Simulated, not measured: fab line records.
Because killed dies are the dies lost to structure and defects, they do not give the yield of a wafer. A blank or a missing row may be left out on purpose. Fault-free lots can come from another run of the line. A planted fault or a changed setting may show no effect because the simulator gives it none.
fab line records	flow sfqLine
[record] lots = 5	wafers = 23
route steps=325 shown I1@80 M2@92 M3@123 I3@137 M4@152 I4@168
startH: hours from the record's first day to the start of the lot's first wafer shown	waitH: time in hours since the lot's previous step	" as in the row above	L1.1+2: one row covering several wafers at once	- no value, or no start was given	* or withheld: withheld	< > ~ a bound
route shown NAME@n: a module of which the file shows steps, and the number in the route of the first	usual: mean and standard deviation over wafers with no fault	same: alike in all rows	chamber/n: place in a boat	sites: each site's reading	_std_site: standard deviation of those values	_edge_site: the outer-site mean with the inner-site mean subtracted	radiusMm: how far each site lies from the wafer's centre	mask NAME#n: copy n	behind: the tool/chamber that last shaped the wafer	hold: what put the lot on hold/how long, in hours/how the hold closed	device: which transistor (n, p or np) failed to switch	end of line: the same wafers' tests at the end of the route	where a step has no rows: the recipe by itself	killed: the dies lost at the first sort to structure and to defects; this is not the yield of the wafer	map: the dies of a wafer, with x for killed, . for not killed, _ for no die there
set.NAME: the setting that was run; set.NAME@STEP: the one run at that earlier step	model.NAME: the simulator's own value behind a step, which no gauge read
lots run with intentionally changed settings; tables by step, rows by wafer
[[steps]]
[step SFQ_TRILAYER_I1_VIA_LITHO_EXPOSE_050]
[recipe] maskId = I1	na = 0.6	sourceShape = conventional	sigmaOuter = 0.65	targetCdNm = 500	doseMj = 21.3
lot.wafer	tool	chamber	startH	waitH	mask	set.doseMj
L078.1+3+6	krfScanner-01	0	731.07	-	I1#0	22.88
L078.4+5	"	0	"	"	I1#0	21.3
L079.3+4+5	krfScanner-01	0	753.07	-	I1#0	21.3
L081.1+3+4+5+6	krfScanner-01	0	782.67	-	I1#0	21.3
L083.1+6	krfScanner-01	0	800.67	-	I1#0	20.05
L083.2+3+5	"	0	"	"	I1#0	21.3
L085.1+4+5	krfScanner-01	0	822.27	-	I1#0	20.53
L085.3+6	"	0	"	"	I1#0	21.3
[step SFQ_TRILAYER_I1_VIA_BARC_OPEN_VIA_ETCH_071]
[recipe] maskMaterial = PR	chemistry = O2	targetDepthNm = 125	target = BARC	sourceW = 500	biasW = 80	pressureMtorr = 30	timeS = 41.7
lot.wafer	tool	chamber	startH	waitH	set.biasW	set.doseMj@TRILAYER_I1_VIA_LITHO_EXPOSE_050	model.I1.cdNm
L078.1	rieDiel-03	0	732.61	0.0	80	22.88	510.2
L078.3	"	3	"	"	83.47	22.88	513.2
L078.4	"	0	"	"	80	21.3	499.4
L078.5	"	2	"	"	83.47	21.3	500.9
L078.6	"	3	"	"	80	22.88	513.2
L079.3	rieDiel-02	0	754.21	0.0	80	21.3	499.7
L079.4	"	2	"	"	80	21.3	498
L079.5	"	1	"	"	80	21.3	500.9
L081.1	rieDiel-03	0	784.21	0.0	70.67	21.3	500.8
L081.3	"	2	"	"	80	21.3	501.2
L081.4	"	1	"	"	70.67	21.3	501.7
L081.5	"	2	"	"	70.67	21.3	501.3
L081.6	"	1	"	"	80	21.3	500.5
L083.1	rieDiel-02	1	802.21	0.0	86.02	20.05	490.6
L083.2	"	2	"	"	80	21.3	499.3
L083.3	"	0	"	"	80	21.3	500.7
L083.5	"	2	"	"	86.02	21.3	499.3
L083.6	"	0	"	"	80	20.05	491.8
L085.1	rieDiel-04	3	823.81	0.0	80	20.53	495.1
L085.3	"	0	"	"	80	21.3	503.3
L085.4	"	1	"	"	80	20.53	497.3
L085.5	"	2	"	"	80	20.53	497
L085.6	"	1	"	"	80	21.3	502.7
[step SFQ_TRILAYER_I1_VIA_ETCH_VIA_ETCH_052]
[recipe] target = SiO2	stopOn = Nb	maskMaterial = PR	taperDeg = 20	chemistry = CHF3	targetDepthNm = 260	sourceW = 500	biasW = 80	pressureMtorr = 30	timeS = withheld
lot.wafer	tool	chamber	startH	waitH	set.doseMj@TRILAYER_I1_VIA_LITHO_EXPOSE_050	model.I1.cdNm
L078.1	rieDiel-03	0	732.65	0.0	22.88	510.7
L078.3	"	3	"	"	22.88	513.3
L078.4	"	0	"	"	21.3	500.3
L078.5	"	2	"	"	21.3	498
L078.6	"	3	"	"	22.88	514.8
L079.3	rieDiel-02	0	754.25	0.0	21.3	497.5
L079.4	"	2	"	"	21.3	502.3
L079.5	"	1	"	"	21.3	500.2
L081.1	rieDiel-03	0	784.25	0.0	21.3	503.2
L081.3	"	2	"	"	21.3	498.1
L081.4	"	1	"	"	21.3	500.8
L081.5	"	2	"	"	21.3	498.9
L081.6	"	1	"	"	21.3	500.7
L083.1	rieDiel-02	1	802.25	0.0	20.05	487.9
L083.2	"	2	"	"	21.3	501.2
L083.3	"	0	"	"	21.3	500.2
L083.5	"	2	"	"	21.3	501.5
L083.6	"	0	"	"	20.05	491.1
L085.1	rieDiel-04	3	823.85	0.0	20.53	498.5
L085.3	"	0	"	"	21.3	508
L085.4	"	1	"	"	20.53	498.9
L085.5	"	2	"	"	20.53	496.6
L085.6	"	1	"	"	21.3	504.4
[step SFQ_TRILAYER_M2_LITHO_COAT_062]
[recipe] resist = BARC	spinRpm = 3000	resistThkNm = 62
lot.wafer	tool	chamber	startH	waitH	set.spinRpm	model.BARC_of_TRILAYER_M2_LITHO_COAT_062.thkNm
L078.1	lithoTrack-04	0	733.85	0.1	2871	63.3
L078.3	"	0	"	"	2871	63.46
L078.4	"	0	"	"	3000	61.82
L078.5	"	0	"	"	2871	62.93
L078.6	"	0	"	"	3000	61.99
L079.3	lithoTrack-01	0	755.55	0.1	3000	61.99
L079.4	"	0	"	"	3000	62.37
L079.5	"	0	"	"	3000	62.18
L081.1	lithoTrack-04	0	786.04	0.1	3000	61.94
L081.3	"	0	"	"	3000	61.91
L081.4	"	0	"	"	3000	61.88
L081.5	"	0	"	"	3000	61.98
L081.6	"	0	"	"	3000	61.86
L083.1	lithoTrack-02	0	803.45	0.1	3000	62.04
L083.2	"	0	"	"	3000	62.09
L083.3	"	0	"	"	3000	61.87
L083.5	"	0	"	"	3000	62
L083.6	"	0	"	"	3000	62.07
L085.1+5	lithoTrack-04	0	825.04	0.1	3000	62.12
L085.3	"	0	"	"	2931	62.7
L085.4	"	0	"	"	2931	62.85
L085.6	"	0	"	"	3000	62.06
[step SFQ_TRILAYER_M2_LITHO_COAT_057]
[recipe] resist = KrF	spinRpm = 3000	resistThkNm = 600
lot.wafer	tool	chamber	startH	waitH	set.spinRpm	model.KrF_of_TRILAYER_M2_LITHO_COAT_057.thkNm
L078.1	lithoTrack-04	0	734.15	0.2	3000	599.6
L078.3	"	0	"	"	2816	618.5
L078.4	"	0	"	"	2816	616.9
L078.5	"	0	"	"	3000	599.1
L078.6	"	0	"	"	2816	616
L079.3	lithoTrack-01	0	755.85	0.2	3000	598.1
L079.4	"	0	"	"	3000	599.5
L079.5	"	0	"	"	3000	598.8
L081.1	lithoTrack-04	0	786.34	0.2	2904	608.6
L081.3+5	"	0	"	"	2904	610.6
L081.4	"	0	"	"	3000	599.9
L081.6	"	0	"	"	3000	598.8
L083.1	lithoTrack-02	0	803.75	0.2	3000	604
L083.2	"	0	"	"	2922	609.9
L083.3	"	0	"	"	3000	603
L083.5	"	0	"	"	2922	612
L083.6	"	0	"	"	2922	609.7
L085.1	lithoTrack-04	0	825.34	0.2	3000	601.2
L085.3	"	0	"	"	2875	614.6
L085.4	"	0	"	"	2875	612.3
L085.5	"	0	"	"	2875	611.7
L085.6	"	0	"	"	3000	600.5
[step SFQ_TRILAYER_M2_LITHO_SOFTBAKE_061]
[recipe] tempC = withheld	timeS = withheld	resist = KrF
[step SFQ_TRILAYER_M2_LITHO_EXPOSE_058]
[recipe] maskId = M2	na = 0.6	sourceShape = conventional	sigmaOuter = 0.65	targetCdNm = 500	doseMj = 14.4
[step SFQ_TRILAYER_M2_LITHO_DEVELOP_059]
[recipe] timeS = 60	resist = KrF
[step SFQ_TRILAYER_M2_BARC_OPEN_METAL_ETCH_077]
[recipe] maskMaterial = PR	chemistry = O2	targetDepthNm = 125	target = BARC	icpW = 600	biasW = 78.66	pressureMtorr = 10	timeS = 41.7
lot.wafer	tool	chamber	startH	waitH	set.spinRpm@TRILAYER_M2_LITHO_COAT_057	model.KrF_of_TRILAYER_M2_LITHO_COAT_057.thkNm
L078.1	rieMetal-01	0	888.74	0.0	3000	522.2
L078.3	"	0	"	"	2816	541.3
L078.4	"	1	"	"	2816	539
L078.5	"	0	"	"	3000	522
L078.6	"	1	"	"	2816	537.9
L079.3	rieMetal-04	1	910.61	0.0	3000	520.8
L079.4	"	0	"	"	3000	523.6
L079.5	"	1	"	"	3000	521
L081.1	rieMetal-04	0	936.99	0.0	2904	533
L081.3	"	0	"	"	2904	535
L081.4	"	1	"	"	3000	522.8
L081.5	"	0	"	"	2904	534.9
L081.6	"	1	"	"	3000	521.8
L083.1	rieMetal-04	1	948.99	0.0	3000	526.4
L083.2	"	0	"	"	2922	534.1
L083.3	"	1	"	"	3000	526.1
L083.5	"	1	"	"	2922	534.7
L083.6	"	0	"	"	2922	533.8
L085.1	rieMetal-02	0	969.39	0.0	3000	524.8
L085.3	"	1	"	"	2875	537.6
L085.4	"	0	"	"	2875	536.1
L085.5	"	1	"	"	2875	534.1
L085.6	"	0	"	"	3000	523.8
[step SFQ_TRILAYER_M3_LITHO_COAT_075]
[recipe] resist = KrF	spinRpm = 3000	resistThkNm = 600
lot.wafer	tool	chamber	startH	waitH	set.resistThkNm	model.KrF_of_TRILAYER_M3_LITHO_COAT_075.thkNm
L078.1	lithoTrack-03	0	1047.31	0.2	600	598.6
L078.3	"	0	"	"	577.2	575.5
L078.4	"	0	"	"	577.2	574.3
L078.5	"	0	"	"	600	596.2
L078.6	"	0	"	"	600	597.7
L079.3	lithoTrack-02	0	1067.54	0.2	600	601.8
L079.4	"	0	"	"	600	603.6
L079.5	"	0	"	"	600	603.2
L081.1	lithoTrack-03	0	1093.86	0.2	600	600.3
L081.3	"	0	"	"	609.2	609.3
L081.4	"	0	"	"	609.2	607.9
L081.5	"	0	"	"	600	598.9
L081.6	"	0	"	"	609.2	608.6
L083.1	lithoTrack-02	0	1103.01	0.2	600	601.4
L083.2	"	0	"	"	600	600.4
L083.3	"	0	"	"	600	600.8
L083.5	"	0	"	"	600	603
L083.6	"	0	"	"	600	600.1
L085.1	lithoTrack-02	0	1122.21	0.2	566.7	568.6
L085.3	"	0	"	"	600	602
L085.4	"	0	"	"	600	601.7
L085.5	"	0	"	"	566.7	570.8
L085.6	"	0	"	"	600	600.1
[step SFQ_TRILAYER_M3_LITHO_SOFTBAKE_079]
[recipe] tempC = withheld	timeS = withheld	resist = KrF
[step SFQ_TRILAYER_M3_LITHO_EXPOSE_076]
[recipe] maskId = M3	na = 0.6	sourceShape = conventional	sigmaOuter = 0.65	targetCdNm = 500	doseMj = 14.4
[step SFQ_TRILAYER_M3_LITHO_DEVELOP_077]
[recipe] timeS = 60	resist = KrF
[step SFQ_TRILAYER_M3_BARC_OPEN_METAL_ETCH_100]
[recipe] maskMaterial = PR	chemistry = O2	targetDepthNm = 125	target = BARC	icpW = 600	biasW = 80	pressureMtorr = 10	timeS = 41.7
lot.wafer	tool	chamber	startH	waitH	set.resistThkNm@TRILAYER_M3_LITHO_COAT_075	model.KrF_of_TRILAYER_M3_LITHO_COAT_075.thkNm
L078.1	rieMetal-01	0	1050.15	0.0	600	521.7
L078.3	"	0	"	"	577.2	498.7
L078.4	"	1	"	"	577.2	496.2
L078.5	"	0	"	"	600	519.4
L078.6	"	1	"	"	600	520.3
L079.3	rieMetal-03	0	1069.57	0.0	600	523.5
L079.4+5	"	1	"	"	600	525.8
L081.1	rieMetal-03	1	1235.11	0.0	600	522
L081.3	"	1	"	"	609.2	531.3
L081.4	"	0	"	"	609.2	529.9
L081.5	"	1	"	"	600	520.7
L081.6	"	0	"	"	609.2	530.9
L083.1	rieMetal-01	0	1246.04	0.0	600	524.8
L083.2	"	1	"	"	600	522.2
L083.3	"	1	"	"	600	522.7
L083.5	"	1	"	"	600	525.1
L083.6	"	0	"	"	600	523.7
L085.1	rieMetal-01	0	1267.77	0.0	566.7	492.4
L085.3	"	1	"	"	600	524.6
L085.4	"	0	"	"	600	525.7
L085.5	"	0	"	"	566.7	495.1
L085.6	"	1	"	"	600	523
[step SFQ_TRILAYER_M3_ETCH_METAL_ETCH_078]
[recipe] target = Nb	stopOn = SiO2	maskMaterial = PR	chemistry = Cl2/Ar	targetDepthNm = 240	icpW = 600	biasW = 80	pressureMtorr = 10	timeS = 120
lot.wafer	tool	chamber	startH	waitH	set.resistThkNm@TRILAYER_M3_LITHO_COAT_075	model.KrF_of_TRILAYER_M3_LITHO_COAT_075.thkNm
L078.1	rieMetal-01	0	1050.21	0.0	600	380.6
L078.3	"	0	"	"	577.2	358
L078.4	"	1	"	"	577.2	354.9
L078.5	"	0	"	"	600	379
L078.6	"	1	"	"	600	378.2
L079.3	rieMetal-03	0	1069.65	0.1	600	381.7
L079.4	"	1	"	"	600	384.8
L079.5	"	1	"	"	600	384
L081.1	rieMetal-03	1	1235.17	0.0	600	378.5
L081.3	"	1	"	"	609.2	388.1
L081.4	"	0	"	"	609.2	386.4
L081.5	"	1	"	"	600	376.7
L081.6	"	0	"	"	609.2	388.5
L083.1	rieMetal-01	0	1246.10	0.0	600	383.5
L083.2	"	1	"	"	600	377.2
L083.3	"	1	"	"	600	378.2
L083.5	"	1	"	"	600	381.9
L083.6	"	0	"	"	600	381.2
L085.1	rieMetal-01	0	1267.83	0.0	566.7	352.8
L085.3	"	1	"	"	600	383.3
L085.4	"	0	"	"	600	386.7
L085.5	"	0	"	"	566.7	356.7
L085.6	"	1	"	"	600	381.5
[step SFQ_TRILAYER_I3_VIA_LITHO_COAT_090]
[recipe] resist = BARC	spinRpm = 3000	resistThkNm = 62
lot.wafer	tool	chamber	startH	waitH	set.spinRpm	model.BARC_of_TRILAYER_I3_VIA_LITHO_COAT_090.thkNm
L078.1+4	lithoTrack-02	0	1055.51	1.0	3000	61.92
L078.3	"	0	"	"	3000	61.99
L078.5	"	0	"	"	3000	61.83
L078.6	"	0	"	"	3000	61.89
L079.3	lithoTrack-04	0	1080.88	0.7	3000	61.6
L079.4	"	0	"	"	3000	61.65
L079.5	"	0	"	"	3000	61.75
L081.1	lithoTrack-03	0	1240.46	1.0	3130	60.85
L081.3	"	0	"	"	3000	61.96
L081.4	"	0	"	"	3130	60.74
L081.5	"	0	"	"	3000	62.13
L081.6	"	0	"	"	3000	62.06
L083.1	lithoTrack-02	0	1251.40	1.0	3193	59.87
L083.2	"	0	"	"	3000	61.95
L083.3	"	0	"	"	3193	59.93
L083.5	"	0	"	"	3193	59.92
L083.6	"	0	"	"	3000	61.79
L085.1	lithoTrack-02	0	1273.12	1.0	3000	62.01
L085.3	"	0	"	"	3000	62.13
L085.4	"	0	"	"	3169	60.42
L085.5	"	0	"	"	3169	60.66
L085.6	"	0	"	"	3169	60.46
[step SFQ_TRILAYER_M4_LITHO_COAT_098]
[recipe] resist = BARC	spinRpm = 3000	resistThkNm = 62
lot.wafer	tool	chamber	startH	waitH	set.spinRpm	model.BARC_of_TRILAYER_M4_LITHO_COAT_098.thkNm
L078.1	lithoTrack-01	0	1198.23	0.1	3000	62.14
L078.3	"	0	"	"	2907	62.89
L078.4	"	0	"	"	2907	62.94
L078.5	"	0	"	"	3000	61.98
L078.6	"	0	"	"	2907	63.04
L079.3	lithoTrack-01	0	1219.93	0.1	3000	61.94
L079.4	"	0	"	"	3000	61.92
L079.5	"	0	"	"	3000	62.12
L081.1	lithoTrack-02	0	1244.10	0.1	3091	60.98
L081.3	"	0	"	"	3091	60.97
L081.4	"	0	"	"	3000	61.89
L081.5	"	0	"	"	3091	61.1
L081.6	"	0	"	"	3000	61.87
L083.1	lithoTrack-02	0	1383.51	0.1	3000	62.23
L083.2	"	0	"	"	3000	62.21
L083.3	"	0	"	"	3000	62.22
L083.5	"	0	"	"	3000	62.24
L083.6	"	0	"	"	3000	62.32
L085.1	lithoTrack-02	0	1403.23	0.1	3000	62.13
L085.3+5	"	0	"	"	3000	62.12
L085.4	"	0	"	"	3000	62.02
L085.6	"	0	"	"	3000	62.31
[step SFQ_TRILAYER_M4_LITHO_COAT_093]
[recipe] resist = KrF	spinRpm = 3000	resistThkNm = 600
lot.wafer	tool	chamber	startH	waitH	set.resistThkNm	model.KrF_of_TRILAYER_M4_LITHO_COAT_093.thkNm
L078.1	lithoTrack-01	0	1198.53	0.2	600	602
L078.3	"	0	"	"	600	600.4
L078.4	"	0	"	"	600	601.8
L078.5	"	0	"	"	600	600.7
L078.6	"	0	"	"	600	599.7
L079.3	lithoTrack-01	0	1220.23	0.2	600	600.8
L079.4	"	0	"	"	600	602.4
L079.5	"	0	"	"	600	601.7
L081.1	lithoTrack-02	0	1244.40	0.2	600	597.4
L081.3	"	0	"	"	600	598.3
L081.4	"	0	"	"	600	597.1
L081.5	"	0	"	"	600	596.9
L081.6	"	0	"	"	600	596.5
L083.1	lithoTrack-02	0	1383.81	0.2	576.6	575.9
L083.2	"	0	"	"	600	598.7
L083.3	"	0	"	"	600	600.2
L083.5	"	0	"	"	600	598.4
L083.6	"	0	"	"	576.6	577.1
L085.1	lithoTrack-02	0	1403.53	0.2	600	603
L085.3	"	0	"	"	585.7	587.6
L085.4	"	0	"	"	600	602.5
L085.5	"	0	"	"	585.7	586.8
L085.6	"	0	"	"	585.7	587.9
[step SFQ_TRILAYER_M4_BARC_OPEN_METAL_ETCH_123]
[recipe] maskMaterial = PR	chemistry = O2	targetDepthNm = 125	target = BARC	icpW = 600	biasW = 80	pressureMtorr = 10	timeS = 41.7
lot.wafer	tool	chamber	startH	waitH	set.pressureMtorr	set.resistThkNm@TRILAYER_M4_LITHO_COAT_093	model.KrF_of_TRILAYER_M4_LITHO_COAT_093.thkNm
L078.1	rieMetal-02	1	1338.02	0.0	9.454	600	524.5
L078.3	"	1	"	"	9.454	600	523.4
L078.4	"	0	"	"	9.454	600	524.7
L078.5	"	1	"	"	9.454	600	524
L078.6	"	0	"	"	9.454	600	522.6
L079.3	rieMetal-01	1	1358.25	0.0	10	600	522.6
L079.4	"	0	"	"	10	600	525
L079.5	"	0	"	"	10	600	525.1
L081.1+4	rieMetal-02	1	1376.28	0.0	8.505	600	521.2
L081.3	"	0	"	"	8.505	600	521.3
L081.5	"	0	"	"	8.505	600	520
L081.6	"	1	"	"	8.505	600	520.5
L083.1	rieMetal-02	0	1385.79	0.0	10.56	576.6	498.2
L083.2	"	1	"	"	10.56	600	522
L083.3	"	0	"	"	10.56	600	522.4
L083.5	"	0	"	"	10.56	600	520.8
L083.6	"	1	"	"	10.56	576.6	500.3
L085.1	rieMetal-04	0	1413.15	0.0	8.54	600	525.5
L085.3	"	1	"	"	8.54	585.7	510.4
L085.4	"	0	"	"	8.54	600	524.9
L085.5	"	1	"	"	8.54	585.7	509
L085.6	"	0	"	"	8.54	585.7	510.5
[step SFQ_TRILAYER_I4_VIA_LITHO_COAT_103]
[recipe] resist = KrF	spinRpm = 3000	resistThkNm = 650
lot.wafer	tool	chamber	startH	waitH	set.resistThkNm	model.KrF_of_TRILAYER_I4_VIA_LITHO_COAT_103.thkNm
L078.1	lithoTrack-01	0	1344.32	0.2	620.6	621.3
L078.3	"	0	"	"	650	651
L078.4	"	0	"	"	620.6	623.5
L078.5	"	0	"	"	650	651.3
L078.6	"	0	"	"	650	649.1
L079.3	lithoTrack-03	0	1367.00	0.2	650	649.2
L079.4	"	0	"	"	650	651.9
L079.5	"	0	"	"	650	649.3
L081.1	lithoTrack-01	0	1395.76	0.2	650	647.9
L081.3	"	0	"	"	622.8	619.9
L081.4	"	0	"	"	622.8	619.3
L081.5	"	0	"	"	622.8	621.3
L081.6	"	0	"	"	650	645.9
L083.1	lithoTrack-03	0	1405.90	0.2	650	649.3
L083.2	"	0	"	"	650	649.8
L083.3	"	0	"	"	667.9	667.6
L083.5	"	0	"	"	667.9	665.8
L083.6	"	0	"	"	667.9	666.4
L085.1	lithoTrack-03	0	1420.10	0.2	650	647.2
L085.3	"	0	"	"	624.9	625.1
L085.4	"	0	"	"	624.9	624.4
L085.5	"	0	"	"	650	650.4
L085.6	"	0	"	"	624.9	625.4
[step SFQ_TRILAYER_I4_VIA_BARC_OPEN_VIA_ETCH_146]
[recipe] maskMaterial = PR	chemistry = O2	targetDepthNm = 125	target = BARC	sourceW = 500	biasW = 80	pressureMtorr = 30	timeS = 41.7
[usual] oesProductAu = 0.684/0.0046
lot.wafer	tool	chamber	startH	waitH	set.timeS	set.resistThkNm@TRILAYER_I4_VIA_LITHO_COAT_103	oesProductAu	model.KrF_of_TRILAYER_I4_VIA_LITHO_COAT_103.thkNm
L078.1	rieDiel-04	3	1346.31	0.0	44.43	620.6	0.676	542
L078.3	"	1	"	"	44.43	650	0.675	569.7
L078.4	"	0	"	"	41.7	620.6	0.677	547.3
L078.5	"	1	"	"	41.7	650	0.680	573.5
L078.6	"	0	"	"	44.43	650	0.670	569.7
L079.3	rieDiel-01	2	1377.51	0.0	41.7	650	0.680	571.3
L079.4	"	0	"	"	41.7	650	0.683	575
L079.5	"	3	"	"	41.7	650	0.693	572.8
L081.1	rieDiel-01	0	1409.55	0.0	41.7	650	0.680	570.7
L081.3	"	2	"	"	41.7	622.8	0.682	542.1
L081.4	"	3	"	"	41.7	622.8	0.683	542.5
L081.5	"	2	"	"	41.7	622.8	0.677	543.1
L081.6	"	3	"	"	41.7	650	0.679	568.9
L083.1	rieDiel-02	0	1414.35	0.0	39.84	650	0.691	574.9
L083.2	"	3	"	"	39.84	650	0.703	575.3
L083.3	"	1	"	"	39.84	667.9	0.708	593.2
L083.5	"	3	"	"	41.7	667.9	0.692	589.1
L083.6	"	2	"	"	41.7	667.9	0.682	590.3
L085.1	rieDiel-04	1	1423.95	0.0	36.02	650	0.736	576.7
L085.3	"	2	"	"	36.02	624.9	0.731	556
L085.4	"	3	"	"	36.02	624.9	0.732	555.3
L085.5	"	3	"	"	41.7	650	0.679	574.9
L085.6	"	0	"	"	41.7	624.9	0.693	548.6
[step SFQ_TRILAYER_I4_VIA_ETCH_VIA_ETCH_106]
[recipe] target = SiO2	stopOn = Nb	maskMaterial = PR	taperDeg = 20	chemistry = CHF3	targetDepthNm = 260	sourceW = 500	biasW = 80	pressureMtorr = 30	timeS = withheld
lot.wafer	tool	chamber	startH	waitH	set.resistThkNm@TRILAYER_I4_VIA_LITHO_COAT_103	model.KrF_of_TRILAYER_I4_VIA_LITHO_COAT_103.thkNm
L078.1	rieDiel-04	3	1346.35	0.0	620.6	498.3
L078.3	"	1	"	"	650	524.4
L078.4	"	0	"	"	620.6	503.6
L078.5	"	1	"	"	650	528.2
L078.6	"	0	"	"	650	525.5
L079.3	rieDiel-01	2	1377.55	0.0	650	525.9
L079.4	"	0	"	"	650	530.8
L079.5	"	3	"	"	650	528.3
L081.1	rieDiel-01	0	1409.59	0.0	650	526.1
L081.3	"	2	"	"	622.8	496.6
L081.4	"	3	"	"	622.8	498
L081.5	"	2	"	"	622.8	497.7
L081.6	"	3	"	"	650	524.5
L083.1	rieDiel-02	0	1414.39	0.0	650	530.4
L083.2	"	3	"	"	650	530.6
L083.3	"	1	"	"	667.9	548.5
L083.5	"	3	"	"	667.9	544.8
L083.6	"	2	"	"	667.9	546.6
L085.1	rieDiel-04	1	1423.99	0.0	650	531.4
L085.3	"	2	"	"	624.9	512.1
L085.4	"	3	"	"	624.9	512
L085.5	"	3	"	"	650	531.3
L085.6	"	0	"	"	624.9	504.2
[[key]]
[split] step = SFQ_TRILAYER_I1_VIA_LITHO_EXPOSE_050	setting = doseMj	stated = 21.3	by = wafer
[response] step = SFQ_TRILAYER_I1_VIA_BARC_OPEN_VIA_ETCH_071	reading = model.I1.cdNm	change = +1.6	per = 1%	r = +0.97
[response] step = SFQ_TRILAYER_I1_VIA_ETCH_VIA_ETCH_052	reading = model.I1.cdNm	change = +1.95	per = 1%	r = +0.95
[split] step = SFQ_TRILAYER_I1_VIA_BARC_OPEN_VIA_ETCH_071	setting = biasW	stated = 80	by = wafer
response none clear
[split] step = SFQ_TRILAYER_M2_LITHO_COAT_062	setting = spinRpm	stated = 3000	by = wafer
[response] step = SFQ_TRILAYER_M2_LITHO_COAT_062	reading = model.BARC_of_TRILAYER_M2_LITHO_COAT_062.thkNm	change = -0.305	per = 1%	r = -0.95
[split] step = SFQ_TRILAYER_M2_LITHO_COAT_057	setting = spinRpm	stated = 3000	by = wafer
[response] step = SFQ_TRILAYER_M2_LITHO_COAT_057	reading = model.KrF_of_TRILAYER_M2_LITHO_COAT_057.thkNm	change = -2.94	per = 1%	r = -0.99
[response] step = SFQ_TRILAYER_M2_BARC_OPEN_METAL_ETCH_077	reading = model.KrF_of_TRILAYER_M2_LITHO_COAT_057.thkNm	change = -2.97	per = 1%	r = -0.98
[split] step = SFQ_TRILAYER_M3_LITHO_COAT_075	setting = resistThkNm	stated = 600	by = wafer
[response] step = SFQ_TRILAYER_M3_LITHO_COAT_075	reading = model.KrF_of_TRILAYER_M3_LITHO_COAT_075.thkNm	change = +5.76	per = 1%	r = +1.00
[response] step = SFQ_TRILAYER_M3_BARC_OPEN_METAL_ETCH_100	reading = model.KrF_of_TRILAYER_M3_LITHO_COAT_075.thkNm	change = +5.72	per = 1%	r = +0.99
[response] step = SFQ_TRILAYER_M3_ETCH_METAL_ETCH_078	reading = model.KrF_of_TRILAYER_M3_LITHO_COAT_075.thkNm	change = +5.54	per = 1%	r = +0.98
[split] step = SFQ_TRILAYER_I3_VIA_LITHO_COAT_090	setting = spinRpm	stated = 3000	by = wafer
[response] step = SFQ_TRILAYER_I3_VIA_LITHO_COAT_090	reading = model.BARC_of_TRILAYER_I3_VIA_LITHO_COAT_090.thkNm	change = -0.292	per = 1%	r = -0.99
[split] step = SFQ_TRILAYER_M4_LITHO_COAT_098	setting = spinRpm	stated = 3000	by = wafer
[response] step = SFQ_TRILAYER_M4_LITHO_COAT_098	reading = model.BARC_of_TRILAYER_M4_LITHO_COAT_098.thkNm	change = -0.286	per = 1%	r = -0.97
[split] step = SFQ_TRILAYER_M4_LITHO_COAT_093	setting = resistThkNm	stated = 600	by = wafer
[response] step = SFQ_TRILAYER_M4_LITHO_COAT_093	reading = model.KrF_of_TRILAYER_M4_LITHO_COAT_093.thkNm	change = +5.96	per = 1%	r = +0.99
[response] step = SFQ_TRILAYER_M4_BARC_OPEN_METAL_ETCH_123	reading = model.KrF_of_TRILAYER_M4_LITHO_COAT_093.thkNm	change = +5.94	per = 1%	r = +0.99
[split] step = SFQ_TRILAYER_M4_BARC_OPEN_METAL_ETCH_123	setting = pressureMtorr	stated = 10	by = lot
response none clear
[split] step = SFQ_TRILAYER_I4_VIA_LITHO_COAT_103	setting = resistThkNm	stated = 650	by = wafer
[response] step = SFQ_TRILAYER_I4_VIA_LITHO_COAT_103	reading = model.KrF_of_TRILAYER_I4_VIA_LITHO_COAT_103.thkNm	change = +6.25	per = 1%	r = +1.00
[response] step = SFQ_TRILAYER_I4_VIA_BARC_OPEN_VIA_ETCH_146	reading = model.KrF_of_TRILAYER_I4_VIA_LITHO_COAT_103.thkNm	change = +6.01	per = 1%	r = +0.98
[response] step = SFQ_TRILAYER_I4_VIA_ETCH_VIA_ETCH_106	reading = model.KrF_of_TRILAYER_I4_VIA_LITHO_COAT_103.thkNm	change = +5.94	per = 1%	r = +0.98
[split] step = SFQ_TRILAYER_I4_VIA_BARC_OPEN_VIA_ETCH_146	setting = timeS	stated = 41.7	by = wafer
[response] step = SFQ_TRILAYER_I4_VIA_BARC_OPEN_VIA_ETCH_146	reading = oesProductAu	change = -0.00291	per = 1%	r = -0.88
